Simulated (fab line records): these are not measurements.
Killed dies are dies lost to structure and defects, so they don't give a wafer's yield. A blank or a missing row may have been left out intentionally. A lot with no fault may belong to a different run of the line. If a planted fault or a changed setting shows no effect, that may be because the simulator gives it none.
8D (eight disciplines) problem report, filled in by code	flow sky130	the parts of the form that need people (team, actions taken, sign-off) are left out

== 1. THE ISSUE ==
SD_N_RS at SKY_SD_N_RS_MEAS_16 reads a mean of 73.79 ohm/sq on 6 wafers of 2 lots; wafers without a fault read 68.48 ohm/sq with a standard deviation of 0.11. Measured from the usual mean, that is +48 standard deviations.
The step: measures by four-point-probe.
The first sign was on wafer L549.3 at day 30 20:28, on film metro-04. At this step, 36 wafers from 12 lots have a number in the record. By rule, "out" or "out of limits" means more than 4 standard deviations away from the usual mean. Any other wafer with a number is counted as sound.

== 2. WHAT THIS IS AND IS NOT ==
question	is	is not
which readings at this step	SD_N_RS	-
which lots	L549, L551	L540, L542, L547, L553, L556, L557, L559, L561, L562, L563
which wafers of those lots	all that have a number	-
read on which gauges	film metro-02, film metro-04	film metro-03
when	from day 30 20:28	up to then (9 sound wafers); but 21 sound wafers of L553, L556, L557, L559, L561, L562, L563 came after

== 3. THE SUSPECTS, EACH WITH WHAT RULES IT OUT ==
Counting: a tool stays on the suspect list if, at a process step up to the reading, it processed all lots that are out and no sound lot following the first of them.
- the gauge at SKY_SD_N_RS_MEAS_16 has been ruled out. Those wafers that are out were read across 2 gauges (film metro-02, film metro-04).
- rtp anneal-01 at SKY_SD_N_RTA_14 (time 2 s): ruled out as a lasting fault. After its first lot that is out, L549 (day 30 20:16), sound lots L556, L559, L562, L563 ran on it.
Left after counting: nothing in the record.

== 4. THE CAUSE (what the simulator had put in) ==
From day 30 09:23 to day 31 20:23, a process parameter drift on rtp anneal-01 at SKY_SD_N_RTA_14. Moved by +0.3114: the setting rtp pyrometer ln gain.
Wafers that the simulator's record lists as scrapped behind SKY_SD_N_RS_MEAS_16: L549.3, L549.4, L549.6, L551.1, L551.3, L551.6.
It was ruled out by counting, in error; the rule expects a fault to strike all lots run on its tool from its start on, and this fault did not.

== 5. SEQUENCE OF EFFECTS, ordered by route ==
One row per reading whose mean, taken over the struck wafers that have a number, lies over 3 standard deviations from the usual. Only readings for which the record gives a usual standard deviation are gone through. hours: the time from each lot's start at the first step in this table that gives one to its start at this step, as a median over the lots. sigmas: the change in usual standard deviations.
hours	step	reading	usual	on struck wafers	change	sigmas
0	SKY_SD_N_RTA_14	lamp power pct	15.74 %	14.55	-1.19	-23
0	SKY_SD_N_RS_MEAS_16	SD_N_RS	68.48 ohm/sq	73.79	+5.31	+48
It contains these process steps:
- SKY_SD_N_RTA_14: time 2 s.

== 6. WHAT WOULD HAVE CAUGHT IT SOONER ==
11 hours passed between the start of the fault at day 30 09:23 and the first reading out of limits at a measuring or inspecting step in this record, taken at day 30 20:28.
The tool's own readings at SKY_SD_N_RTA_14 were out on every struck wafer that the step has a row for (lamp power pct): an alarm limit on them would have fired on the first of those.
